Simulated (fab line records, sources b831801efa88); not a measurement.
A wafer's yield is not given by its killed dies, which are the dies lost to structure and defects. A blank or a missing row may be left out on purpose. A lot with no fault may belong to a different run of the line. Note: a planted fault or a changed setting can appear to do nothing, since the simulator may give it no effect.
Which of the tools did it? -- flow gf180mcu -- 13 lots with 39 wafers sampled at 4 steps, on a route of 602 steps

WHAT EACH GAUGE READ, for each wafer
GF_M4_RS_MEAS_05: the measuring method here is four-point-probe.
lot,measured,on,M4_ALCU_RS (ohm/sq)
L416,day 22 16:34,film metro-03,0.0715 0.0723 0.0714
L417,day 22 19:44,film metro-03,0.0697 0.0706 0.0702
L421,day 24 05:56,film metro-03,0.0714 0.0711 0.0716
L423,day 25 03:20,film metro-02,0.0709 0.0719 0.0715
L424,day 25 09:20,film metro-04,0.0715 0.0708 0.0720
L425,day 25 18:53,film metro-02,0.0711 0.0719 0.0708
L429,day 26 23:11,film metro-03,0.0718 0.0709 0.0719
L430,day 27 21:50,film metro-03,0.0710 0.0707 0.0706
L431,day 28 06:32,film metro-04,0.0706 0.0704 0.0706
L434,day 28 10:08,film metro-03,0.0706 0.0708 0.0708
L437,day 29 14:37,film metro-02,0.0715 0.0718 0.0721
L438,day 29 21:39,film metro-03,0.0711 0.0713 0.0712
L439,day 30 05:44,film metro-02,0.0708 0.0707 0.0708

GF_M4_THK_MEAS_06: measures by xrf.
lot,measured,on,M4_ALCU_THK (nm)
L416,day 22 16:40,film metro-03,429 427 432
L417,day 22 19:50,film metro-03,441 436 439
L421,day 24 06:02,film metro-03,432 433 432
L423,day 25 03:27,film metro-02,440 436 436
L424,day 25 09:27,film metro-04,434 439 434
L425,day 25 19:00,film metro-02,440 432 441
L429,day 26 23:17,film metro-03,432 436 431
L430,day 27 21:57,film metro-03,436 439 439
L431,day 28 06:38,film metro-04,440 441 440
L434,day 28 10:14,film metro-03,438 435 437
L437,day 29 14:44,film metro-02,434 431 429
L438,day 29 21:46,film metro-03,436 436 436
L439,day 30 05:51,film metro-02,440 441 443

EACH LOT AND THE TOOL THAT RAN IT (in order: tool; ch and the chambers of the sampled wafers; start)
lot,GF_V3_SPUTTER_21,GF_M4_SPUTTER_01
L416,"pvd sputter-02, day 22 15:37","pvd sputter-01, day 22 16:24"
L417,"pvd sputter-02, day 22 18:48","pvd sputter-04, day 22 19:35"
L421,"pvd sputter-01, day 24 05:00","pvd sputter-04, day 24 05:47"
L423,"pvd sputter-02, day 25 02:25","pvd sputter-01, day 25 03:13"
L424,"pvd sputter-02, day 25 08:19","pvd sputter-01, day 25 09:13"
L425,"pvd sputter-02, day 25 17:58","pvd sputter-03, day 25 18:46"
L429,"pvd sputter-02, day 26 22:13","pvd sputter-04, day 26 23:01"
L430,"pvd sputter-04, day 27 20:55","pvd sputter-01, day 27 21:43"
L431,"pvd sputter-04, day 28 05:34","pvd sputter-03, day 28 06:22"
L434,"pvd sputter-01, day 28 09:11","pvd sputter-04, day 28 09:59"
L437,"pvd sputter-02, day 29 13:42","pvd sputter-03, day 29 14:29"
L438,"pvd sputter-01, day 29 20:43","pvd sputter-04, day 29 21:31"
L439,"pvd sputter-04, day 30 04:49","pvd sputter-03, day 30 05:36"
- GF_V3_SPUTTER_21: material Ti, target thk 15 nm, time 80.02 s.
- GF_M4_SPUTTER_01: material TiN, target thk 30 nm, time 25 s.

AS READ BY THE TOOLS THEMSELVES (means over the sampled wafers that have a number; for cases with no such wafer, the mark the record gives instead)
GF_V3_SPUTTER_21.
lot,tool,cathode dc power W (W),throttle valve pct (%)
L416,pvd sputter-02,2500.2,30.8
L417,pvd sputter-02,2499.7,30.2
L421,pvd sputter-01,2499.8,30.8
L423,pvd sputter-02,2500.0,30.2
L424,pvd sputter-02,2499.9,30.2
L425,pvd sputter-02,2499.9,30.3
L429,pvd sputter-02,2499.9,30.6
L430,pvd sputter-04,2500.3,30.5
L431,pvd sputter-04,2499.5,31.0
L434,pvd sputter-01,2499.8,30.3
L437,pvd sputter-02,2500.2,30.4
L438,pvd sputter-01,2500.0,31.4
L439,pvd sputter-04,2500.2,30.2

GF_M4_SPUTTER_01.
lot,tool,cathode dc power W (W),throttle valve pct (%)
L416,pvd sputter-01,6499.7,30.5
L417,pvd sputter-04,6499.8,30.2
L421,pvd sputter-04,6500.1,31.0
L423,pvd sputter-01,6729.6,31.5
L424,pvd sputter-01,6729.6,30.6
L425,pvd sputter-03,6500.7,30.3
L429,pvd sputter-04,6500.0,30.7
L430,pvd sputter-01,6499.3,32.0
L431,pvd sputter-03,6500.3,29.9
L434,pvd sputter-04,6499.2,30.7
L437,pvd sputter-03,6500.3,30.3
L438,pvd sputter-04,6501.3,30.7
L439,pvd sputter-03,6499.4,29.9

THE ANSWER, worked out from the rows above alone
Rule: the usual values come from the lots themselves. Put in order of their means at a reading, lots are off if they are a third of the lots or fewer, leave a main group of 4 or more, and stand apart from it by a gap of 3 or more times the standard deviation of the main group's means; of several such gaps the widest counts. The tables above print the reading to a certain number of digits; a main group whose means all agree to those digits is not used. A lot without any number at a reading at which 4 lots or more have one is off too. All remaining lots with rows at the step are treated as sound. First the gauges in route order, then the tools' own readings, where a lot's mean is used as printed above. The first step at which some lot is off is used, and at that step the reading that is off furthest; a lot without a number counts as furthest.
Off: L423, L424, at GF_M4_SPUTTER_01 (cathode dc power W). Mean 6500.0 W and standard deviation 0.6 in the main group.
A tool fits if, at that step or a process step before it, it ran every lot that is off, and no sound lot after the first of them. No candidate that was tried fits.

WHAT THE SIMULATOR PUT IN
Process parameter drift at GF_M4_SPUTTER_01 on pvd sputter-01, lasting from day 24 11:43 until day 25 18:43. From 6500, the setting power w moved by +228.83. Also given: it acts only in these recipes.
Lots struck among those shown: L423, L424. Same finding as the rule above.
